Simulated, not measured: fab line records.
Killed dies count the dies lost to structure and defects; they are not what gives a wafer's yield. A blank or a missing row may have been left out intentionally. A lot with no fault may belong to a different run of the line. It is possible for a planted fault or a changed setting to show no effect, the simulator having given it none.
Struck lot and sound lot, side by side + flow sky130 + 14 steps out of a route of 708
Sound: these wafers, L112.3, L112.4, L112.6. Struck: wafers L102.1, L102.2, L102.5. At the end, the cause is stated.
Order at every step that has rows: each side's tool, ch and its chambers, its first start. Under that, the readings that differ: sound wafers + struck wafers + difference of the means + sigmas: that difference in standard deviations of wafers without a fault.
alike: same words and numbers on both sides, and readings whose means sit less than 2 such deviations apart. not compared: any withheld reading, any reading some wafer has no value for, any bound like >300 that may hide the same value, and any number with overlapping values for which the record gives no deviation.
Wherever a step has rows on one side only, a row that says differs or no value, or a row with sigmas, the two part there. Non-overlapping numbers with no deviation appear without sigmas and do not part them. A reading that every wafer of one side lacks parts them only if that side has two wafers or more.

SKY_FIELD_ISO_ETCH_14: etches BARC in N2/H2, stops on SiO2, time 45.9 s, target depth 60 nm.
  sound on rie_diel-01 ch 2,3, day 5 23:53; struck on rie_diel-04 ch 1,3, day 3 17:20
  alike: drypump_motor_current_A, oes_product_au, rf_fwd_power_W, throttle_valve_pct
  not compared: rf_hours_counter_h
SKY_FIELD_ISO_ETCH_15: etches the open film in CHF3/O2, stops on Si, target depth 180 nm, time 72 s.
  sound on rie_diel-01 ch 2,3, day 5 23:56; struck on rie_diel-04 ch 1,3, day 3 17:24
  alike: drypump_motor_current_A, oes_product_au, rf_fwd_power_W, throttle_valve_pct
  not compared: rf_hours_counter_h
SKY_FIELD_ISO_STRIP_16: strips in O2/N2.
  sound on plasma_asher-02 ch 0,1, day 6 00:01; struck on plasma_asher-03 ch 0,1, day 3 17:29
  alike: drypump_motor_current_A, oes_product_au, strip_time_to_endpoint_s
  not compared: rf_hours_counter_h
SKY_FIELD_ISO_ETCH_17: etches Si in HBr/Cl2/O2, target depth 342 nm, time 101 s.
  sound on rie_si-02 ch 0,1,3, day 6 00:05; struck on rie_si-01 ch 0,1,2, day 3 17:35
  alike: drypump_motor_current_A, mfc_cl2_sccm, oes_product_au, throttle_valve_pct
  not compared: rf_hours_counter_h
then, 5 steps without rows for these wafers: SKY_FIELD_ISO_WET_ETCH_18 (etches Si3N4 in H3PO4, target depth 25 nm, time 286 s); SKY_FIELD_ISO_CLEAN_19 (cleans in SC1/SC2, time 150 s); SKY_FIELD_ISO_CLEAN_20 (cleans in dHF, time 20 s); SKY_FIELD_ISO_WET_ETCH_21 (etches SiO2 in dHF, target depth 20 nm, time 400 s); SKY_FIELD_ISO_OXIDATION_22 (stabilise 600 s, purge 300 s, target thk 10 nm).
SKY_FIELD_ISO_THK_MEAS_23:
  sound on film_metro-03 at day 6 04:37; struck on film_metro-03 at day 3 19:06
  alike: FIELD_ISO_OXIDATION_01_THK
then, 1 step without rows for these wafers: SKY_FIELD_ISO_CVD_24 (deposits SiO2, target thk 595 nm, time 99.2 s).
SKY_FIELD_ISO_THK_MEAS_25:
  sound on film_metro-02 at day 6 04:45; struck on film_metro-02 at day 3 19:14
  alike: FIELD_ISO_CVD_24_THK
SKY_FIELD_ISO_ANNEAL_26: time 1800 s.
  sound on furnace-02 ch 0, day 6 04:58; struck on furnace-01, day 3 21:22
  no value came back on the struck wafers for spike_tc_bottom_C (C), spike_tc_centre_C (C); on the sound wafers spike_tc_bottom_C (C) reads 1016.7 1017.0 1019.2
SKY_FIELD_ISO_CMP_27: polishes, stops on Si3N4, t overpolish 16 s, target thk 457.8 nm.
  sound on cmp-01 ch 1,2,3, day 6 06:31; struck on cmp-02 ch 0,1,2, day 3 22:55
| reading              | sound                | struck               | difference | sigmas |
|----------------------|----------------------|----------------------|------------|--------|
| overpolish_run_s (s) | 15.990 15.988 15.984 | 16.006 16.002 16.019 | +0.022     | +2     |
  alike: motor_current_A, time_to_endpoint_s

WHERE THEY PART
At SKY_FIELD_ISO_ANNEAL_26 first; at SKY_FIELD_ISO_CMP_27 last (within this record only).

WHY: what had been put in by the simulator
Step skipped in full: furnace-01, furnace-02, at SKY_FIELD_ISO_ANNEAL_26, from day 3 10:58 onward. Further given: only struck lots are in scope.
